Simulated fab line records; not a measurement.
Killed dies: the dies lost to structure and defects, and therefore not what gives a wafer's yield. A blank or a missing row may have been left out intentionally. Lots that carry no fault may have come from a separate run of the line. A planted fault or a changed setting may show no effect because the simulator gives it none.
Comparing a struck lot with a sound one -- flow sky130 -- 15 out of 708 route steps
Sound: wafers L255.1, L255.2, L255.3. The struck wafers were L266.1, L266.2, L266.4. Last of all comes the cause.
Each step with rows lists, per side, the tool, then ch with its chambers, then its first start. Under that, the readings that differ: sound wafers -- struck wafers -- difference of the means -- sigmas: that difference in standard deviations of wafers without a fault.
alike: words and numbers the same on both sides, and readings whose means are apart by under 2 such deviations; not compared: readings that were withheld, readings missing a value for some wafer, numbers with overlapping values and no deviation given by the record, and bounds like >300 which may hide the same value.
Wherever a step has rows on one side only, a row that says differs or no value, or a row with sigmas, the two part there. Numbers that don't overlap but have no deviation are shown without sigmas and don't part them. A reading that every wafer of one side lacks parts them only if that side has two wafers or more.

SKY_LOCAL_INTERCONNECT_THK_MEAS_02: measures by xrf.
  sound on film-metro-04, day 32 12:18; struck on film-metro-01, day 35 19:59
  alike: LOCAL_INTERCONNECT_TIN_THK
then, 8 steps without rows for these wafers: SKY_LOCAL_INTERCONNECT_DEHYDRATE_03 (time 60 s); SKY_LOCAL_INTERCONNECT_HMDS_04 (prime time 60 s); SKY_LOCAL_INTERCONNECT_COAT_05 (resist thk 60 nm); SKY_LOCAL_INTERCONNECT_COAT_06 (resist thk 450 nm); SKY_LOCAL_INTERCONNECT_SOFTBAKE_07 (time 90 s); SKY_LOCAL_INTERCONNECT_EXPOSE_08 (exposes mask LI1M, target cd 170 nm); SKY_LOCAL_INTERCONNECT_PEB_09; SKY_LOCAL_INTERCONNECT_DEVELOP_10 (develop time 60 s).
SKY_LOCAL_INTERCONNECT_CD_MEAS_11: target cd 170 nm.
  sound on cd-sem-01, day 33 15:26; struck on cd-sem-02, day 36 21:56
  alike: cd-nm
SKY_LOCAL_INTERCONNECT_OVL_MEAS_12:
  sound on overlay-02, day 33 15:34; struck on overlay-02, day 36 22:04
  alike: LOCAL_INTERCONNECT_OVL
SKY_LOCAL_INTERCONNECT_ETCH_13: etches BARC in N2/H2, stops on SiO2, time 45.9 s, target depth 60 nm.
  sound on rie-metal-02 ch 1, day 33 15:35; struck on rie-metal-04 ch 0,1, day 36 22:05
  alike: drypump-motor-current-A, oes-product-au, throttle-valve-pct
  not compared: rf-hours-counter-h
SKY_LOCAL_INTERCONNECT_METAL_ETCH_14: etches TiN in Cl2/BCl3, stops on PSG, target depth 110 nm, time 31.4 s.
  sound on rie-metal-02 ch 1, day 33 15:43; struck on rie-metal-04 ch 0,1, day 36 22:10
reading,sound,struck,difference,sigmas
oes-product-au (a.u.),0.935 0.949 0.942,0.890 0.903 0.901,-0.044,-6
throttle-valve-pct (%),21.906 21.896 21.898,21.925 21.930 21.920,+0.025,+3
model.etch.depth-nm (nm),99.29 99.85 100.4,90.98 92.6 92.85,-7.70,
model.LOCAL_INTERCONNECT.feature-depth-nm (nm),99.29 99.85 100.4,90.98 92.6 92.85,-7.70,
model.KrF-thick_of_LOCAL_INTERCONNECT_COAT_06.thk-nm (nm),348.2 349.2 346.3,355.5 353.9 353.4,+6.4,
  alike: drypump-motor-current-A
  not compared: rf-hours-counter-h
SKY_LOCAL_INTERCONNECT_STRIP_15: strips in O2/N2.
  sound on plasma-asher-03 ch 0,1, day 33 15:49; struck on plasma-asher-02 ch 0,1, day 36 22:13
reading,sound,struck,difference,sigmas
strip-time-to-endpoint-s (s),4.721 4.727 4.703,4.786 4.767 4.778,+0.060,+3
  alike: drypump-motor-current-A, oes-product-au
  not compared: rf-hours-counter-h
then, 1 step without rows for these wafers: SKY_LOCAL_INTERCONNECT_STRIP_16 (strips in post etch residue remover, time 1200 s).

== WHERE THEY PART ==
Earliest at SKY_LOCAL_INTERCONNECT_METAL_ETCH_14; latest, in this record, at SKY_LOCAL_INTERCONNECT_STRIP_15.

WHY: what the simulator had put in
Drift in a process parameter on rie-metal-04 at SKY_LOCAL_INTERCONNECT_METAL_ETCH_14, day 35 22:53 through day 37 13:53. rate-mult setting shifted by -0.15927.
